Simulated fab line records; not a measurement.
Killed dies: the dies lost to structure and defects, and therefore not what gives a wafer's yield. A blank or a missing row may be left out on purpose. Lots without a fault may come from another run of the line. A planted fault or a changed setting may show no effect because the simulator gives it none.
A single fault, viewed from 2 desks    flow gf180mcu    each desk has only its own numbers; what lay behind them comes last

== AT THE TOOL OWNER'S DESK: rie_diel-04 ==
The tool's own readings at GF_STI_ETCH_13 (etches the open film in CHF3/O2, stops on Si, target depth 282.31 nm, time 112.9 s): means of the sampled wafers that have a number, for each lot that ran on this tool. The brackets show how far a lot's mean lies from the usual mean; more than 4 standard deviations puts the lot out of limits, marked OUT.
Columns: A = drypump_motor_current_A at GF_STI_ETCH_13, usual 5.6 A; B = oes_product_au at GF_STI_ETCH_13, usual 0.833 a.u.; C = throttle_valve_pct at GF_STI_ETCH_13, usual 8.809 %
lot   first seen here  A    B                 C
L767  day 3 04:33      5.3  0.794 (-6.4) OUT  8.799
L768  day 3 08:14      5.3  0.801 (-5.2) OUT  8.803
This desk finds L767, L768 out of limits, L767 being first, at day 3 04:33 (oes_product_au at GF_STI_ETCH_13). In limits: none.

== FROM THE METROLOGY DESK ==
Lot by lot, what the gauges showed, no matter which tool ran the lot: averages of those sampled wafers that carry a number. The brackets show how far a lot's mean lies from the usual mean; more than 4 standard deviations puts the lot out of limits, marked OUT.
Columns: A = cd_nm at GF_NSD_CD_MEAS_07, usual 399.6 nm
lot   first seen here  A
L762  day 13 06:43     400.9
L763  day 13 16:56     396.6
L767  day 15 00:49     397.9
L768  day 15 08:33     400.6
L771  day 16 06:28     397.8
L772  day 16 20:27     398.7
L773  day 17 01:46     400.3
L774  day 17 10:39     396.3
L775  day 17 19:43     400.7
L776  day 18 03:58     402.0
L780  day 19 13:23     402.0
L782  day 20 04:14     398.0
L783  day 20 10:46     400.9
L784  day 21 00:19     399.2
Finding of this desk: none of the 14 lots has anything out of limits.

== TAKEN TOGETHER ==
The tool owner's desk could have raised an alarm at day 3 04:33, on L767, L768.
Metrology desk: nothing out of limits seen.
The metrology desk has L767, L768 on record, within its limits.
The lots listed all ran GF_STI_ETCH_13 on rie_diel-04.

== WHAT THE SIMULATOR PUT IN ==
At GF_STI_ETCH_13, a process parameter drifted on rie_diel-04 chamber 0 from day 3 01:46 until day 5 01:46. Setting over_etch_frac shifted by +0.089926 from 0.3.
Lots struck among those shown: L767, L768.
How many hours passed from the start of the fault until each desk's first out-of-limits reading: the tool owner's desk, 3.
